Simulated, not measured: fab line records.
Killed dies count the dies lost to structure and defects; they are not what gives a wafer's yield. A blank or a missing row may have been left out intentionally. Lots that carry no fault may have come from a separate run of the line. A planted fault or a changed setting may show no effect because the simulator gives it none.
8D (eight disciplines) problem report, filled in by code -- flow sky130 -- the parts of the form that need people (team, actions taken, sign-off) are left out

== 1. PROBLEM STATEMENT ==
At SKY_VIA2_ETCH_15, oes product au averages 0.988 a.u. over 2 wafers from 2 lots, while fault-free wafers read 0.939 a.u., standard deviation 0.0044. That puts it +11 standard deviations away from the usual mean.
The step: etches SiO2 in C4F8/O2/Ar, stops on TiN, target depth 546 nm, time 84 s.
First seen on wafer L120.5, day 41 21:35, on rie diel-04. Wafers with a number at this step in the record: 36, from 12 lots. The rule behind "out" and "out of limits": a value lying over 4 standard deviations away from the usual mean. The other wafers with a number count as sound.

== 2. WHAT IT IS AND WHAT IT IS NOT ==
question,is,is not
which readings at this step,oes product au,-
which lots,"L120, L122","L101, L102, L103, L104, L109, L111, L112, L114, L115, L118"
which wafers of those lots,"L120.5, L122.4","L120.1, L120.4, L122.3, L122.5"
read on which tools,"rie diel-02, rie diel-04",-
when,from day 41 21:35,up to then (32 sound wafers); but 2 sound wafers of L122 came after

== 3. SUSPECTS, AND WHAT RULES EACH OUT ==
Counting: if a tool at a process step up to the reading ran every lot that is out, it stays a suspect. Sound lots after the first of them don't rule it out here, since some wafers of a struck lot are sound.
- cmp-02 at SKY_VIA2_CMP_02 (polishes SiO2): kept. Every lot that is out went through it, the first being L120 (day 40 20:56); the last sound lot it ran before that was L118 (day 40 10:01).
- At SKY_VIA2_CMP_02, inside cmp-02: chamber 2 took the wafers that are out, while their sound lot-mates went through chambers 0, 1, 3.
Remaining after the count: cmp-02 at SKY_VIA2_CMP_02.

== 4. THE CAUSE (what the simulator had put in) ==
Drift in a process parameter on cmp-02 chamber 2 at SKY_VIA2_CMP_02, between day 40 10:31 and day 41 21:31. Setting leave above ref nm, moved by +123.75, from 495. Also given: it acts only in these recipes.
The count eliminated every tool but this one.

== 5. THE EFFECT CHAIN, in route order ==
One row per reading whose mean, taken over the struck wafers that have a number, lies over 3 standard deviations from the usual. Readings are gone through only where the record gives a usual standard deviation; hours: the median, over the lots, of the time from a lot's start at the first step in this table giving one to that lot's start at this step; sigmas: the change measured in usual standard deviations.
hours,step,reading,usual,on struck wafers,change,sigmas
0,SKY_VIA2_ETCH_15,oes product au,0.939 a.u.,0.988,+0.049,+11
The process steps in it:
- SKY_VIA2_ETCH_15: etches SiO2 in C4F8/O2/Ar, stops on TiN, target depth 546 nm, time 84 s.

== 6. WHAT WOULD HAVE CAUGHT IT SOONER ==
First out-of-limits reading in this record: day 41 21:35, which is 35 hours after fault onset at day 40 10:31.
Of the tool readings at SKY_VIA2_CMP_02 for which the record gives a usual standard deviation, none was out on any struck wafer, so an alarm limit of 4 standard deviations on them would not have fired.
All the lots that are out (2) had begun SKY_VIA2_CMP_02 on cmp-02 by day 41 21:35. Holding the tool at that point would not have protected any of them.
